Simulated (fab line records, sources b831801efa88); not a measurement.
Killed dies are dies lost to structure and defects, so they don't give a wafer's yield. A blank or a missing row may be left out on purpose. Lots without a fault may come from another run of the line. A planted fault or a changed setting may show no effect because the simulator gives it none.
Which tool did it? | flow sky130 | 13 lots, 39 wafers sampled, at 2 steps of a route of 708

WHAT THE GAUGES READ, wafer by wafer
SKY_METAL4_OVL_MEAS_14.
lot  | measured     | on         | METAL4_OVL (nm)
L542 | day 42 03:17 | overlay-01 | 6 1 -1
L543 | day 42 05:23 | overlay-01 | 2 -1 -1
L544 | day 42 08:59 | overlay-01 | 0 -9 -4
L546 | day 43 06:47 | overlay-01 | 9 12 16
L547 | day 43 11:47 | overlay-01 | 8 4 8
L554 | day 45 03:26 | overlay-01 | 4 2 9
L556 | day 46 16:44 | overlay-01 | 3 0 4
L558 | day 46 17:56 | overlay-02 | 2 6 -4
L559 | day 46 18:38 | overlay-02 | 1 11 4
L560 | day 46 19:05 | overlay-02 | 5 4 3
L561 | day 46 19:41 | overlay-01 | -4 -6 -11
L562 | day 47 00:08 | overlay-02 | 6 -11 -7
L563 | day 47 16:35 | overlay-02 | 3 0 2

WHICH TOOL RAN EACH LOT (tool, then ch and the chambers of the sampled wafers, then the start)
lot  | SKY_CAP2M_CVD_00
L542 | pecvd-03 ch 0,1, day 40 01:43
L543 | pecvd-02 ch 0,2, day 40 03:32
L544 | pecvd-04 ch 0,1,2, day 40 08:59
L546 | pecvd-04 ch 0,2, day 41 06:05
L547 | pecvd-04 ch 0,1, day 41 10:41
L554 | pecvd-02 ch 0,1,2, day 43 04:53
L556 | pecvd-02 ch 0,1,2, day 44 20:46
L558 | pecvd-03 ch 0,2, day 44 21:02
L559 | pecvd-04 ch 0,1,2, day 44 22:23
L560 | pecvd-04 ch 1,2, day 44 22:59
L561 | pecvd-02 ch 0,2, day 45 00:25
L562 | pecvd-03 ch 0,1,2, day 45 04:16
L563 | pecvd-02 ch 0,1, day 45 22:25
- SKY_CAP2M_CVD_00: deposits SiO2, target thk 15.5 nm.

WHAT THE TOOLS THEMSELVES READ (means of the sampled wafers that have a number; where no wafer has one, the mark that the record gives instead)
SKY_CAP2M_CVD_00.
lot  | tool     | heater_power_w (W)
L542 | pecvd-03 | 775
L543 | pecvd-02 | 800
L544 | pecvd-04 | 686
L546 | pecvd-04 | 686
L547 | pecvd-04 | 716
L554 | pecvd-02 | 773
L556 | pecvd-02 | 682
L558 | pecvd-03 | 689
L559 | pecvd-04 | 663
L560 | pecvd-04 | 611
L561 | pecvd-02 | 803
L562 | pecvd-03 | 752
L563 | pecvd-02 | 750

THE ANSWER, worked out from the rows above alone
Rule: what is usual is taken from the lots themselves. Put in order of their means at a reading, lots are off if they are a third of the lots or fewer, leave a main group of 4 or more, and stand apart from it by a gap of 3 or more times the standard deviation of the main group's means; of several such gaps the widest counts. A main group whose means are all the same, to the digits that the tables above print for the reading, isn't used. A lot without any number at a reading at which 4 lots or more have one is off too. The other lots that the step has rows for count as sound. The gauges are gone through in route order, then the tools' own readings, and for those a lot's mean is taken as printed above. The first step at which some lot is off is used, and at that step the reading that is off furthest; a lot without a number counts as furthest.
No lot is off at any reading shown: from this, nothing can be told.

WHAT THE SIMULATOR HAD PUT IN
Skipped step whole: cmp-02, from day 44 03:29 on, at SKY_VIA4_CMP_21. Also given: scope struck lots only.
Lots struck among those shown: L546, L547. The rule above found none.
